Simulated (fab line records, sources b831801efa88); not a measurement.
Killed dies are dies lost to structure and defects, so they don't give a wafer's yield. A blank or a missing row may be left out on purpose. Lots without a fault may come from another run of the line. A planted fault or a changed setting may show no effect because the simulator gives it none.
Split-lot experiment | flow sky130 | 5 lots, 12 wafers read, on a route of 708 steps

THE SPLIT
At SKY_METAL4_COAT_07 (resist thk 60 nm), the setting resist_thk_nm was moved away from the recipe's 60 nm on 4 of the 12 wafers read, by -5.2% to +2.5%. The other wafers ran this setting at the recipe's value.

FROM THE SPLIT TO THE READING: what the file shows between them, 5 steps
- SKY_METAL4_SOFTBAKE_09: time 90 s (also split here: time_s)
- SKY_METAL4_EXPOSE_10: exposes mask MM4, target cd 300 nm
- SKY_METAL4_PEB_11
- SKY_METAL4_ETCH_16: etches BARC in N2/H2, stops on SiO2, time 86.74 s, target depth 60 nm
- SKY_METAL4_ETCH_17: etches SiO2 in C4F8/O2/Ar, stops on TiN, time 3.9 s, target depth 15 nm

THE READING
SiO2_of_VIA3_HDPCVD_00.thk_nm (the simulator's own value, which no gauge read), in nm, at SKY_METAL4_METAL_ETCH_18 (etches the open film in Cl2/BCl3, stops on SiO2, target depth 845 nm, time 183.1 s). The file gives no usual value for it. The 8 wafers here that ran the recipe average 439.9 nm, standard deviation 13 nm.

wafer  | tool, chamber at the split | resist_thk_nm as run, nm | against the recipe | SiO2_of_VIA3_HDPCVD_00.thk_nm, nm | against lot-mates on the recipe
L074.6 | litho_track-04, 0          | 58.1                     | -3.2%              | 469.4                             | no lot-mate on the recipe
L080.1 | litho_track-01, 0          | 60                       | recipe             | 435.7                             | -
L080.2 | litho_track-01, 0          | 60                       | recipe             | 435                               | -
L080.3 | litho_track-01, 0          | 61.5                     | +2.5%              | 435.9                             | +0.5
L080.4 | litho_track-01, 0          | 61.5                     | +2.5%              | 436.5                             | +1.1
L080.5 | litho_track-01, 0          | 60                       | recipe             | 435.5                             | -
L081.1 | litho_track-02, 0          | 60                       | recipe             | 435                               | -
L081.3 | litho_track-02, 0          | 60                       | recipe             | 434.4                             | -
L081.6 | litho_track-02, 0          | 60                       | recipe             | 434.4                             | -
L083.1 | litho_track-04, 0          | 60                       | recipe             | 473.4                             | -
L083.4 | litho_track-04, 0          | 56.89                    | -5.2%              | 469.5                             | -3.9
L085.1 | litho_track-02, 0          | 60                       | recipe             | 436.1                             | -

THE FIT
A straight line over all 12 wafers: SiO2_of_VIA3_HDPCVD_00.thk_nm changes by -5.18 nm for each +1% of resist_thk_nm; r = -0.68; the points scatter about the line by 12 nm.
The same after taking each lot's own level away (the mean of its wafers on the recipe; 11 wafers): +0.614 nm for each +1%; r = +0.94; scatter 0.45 nm.
On that fit, the largest move of resist_thk_nm shifts the reading by 3.2 nm.
The lots' own levels span 434.60 to 473.40 nm, that is 3.1 times the standard deviation above.
So the lot-to-lot level blurs the effect unless lot-mates are compared.
Check: with one of the wafers moved furthest among these (-5.2%) left out of the fit, the line predicts -1.66 nm for it against its lot-mates. It came out at -3.9 nm against them.

OTHER SPLITS ON THESE WAFERS
These wafers also went through other splits before the reading. Each is held against what the fit with the lots' levels taken away leaves over:
other split on the same wafers     | wafers away from the commonest value | r with SiO2_of_VIA3_HDPCVD_00.thk_nm (lot level and that fit taken away)
SKY_METAL3_EXPOSE_10 dose_mj       | 4                                    | +0.35
SKY_METAL3_ETCH_16 icp_w           | 4                                    | +0.00
SKY_VIA3_CMP_02 leave_above_ref_nm | 3                                    | -0.18
SKY_VIA3_ETCH_15 time_s            | 4                                    | -0.55
SKY_METAL4_SPUTTER_00 time_s       | 0                                    | -
SKY_METAL4_SPUTTER_03 time_s       | 0                                    | -
SKY_METAL4_SOFTBAKE_09 time_s      | 4                                    | -0.14

THE FILE'S OWN FIT
SiO2_of_VIA3_HDPCVD_00.thk_nm changes by +0.59 nm for each +1% of resist_thk_nm, r = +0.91.
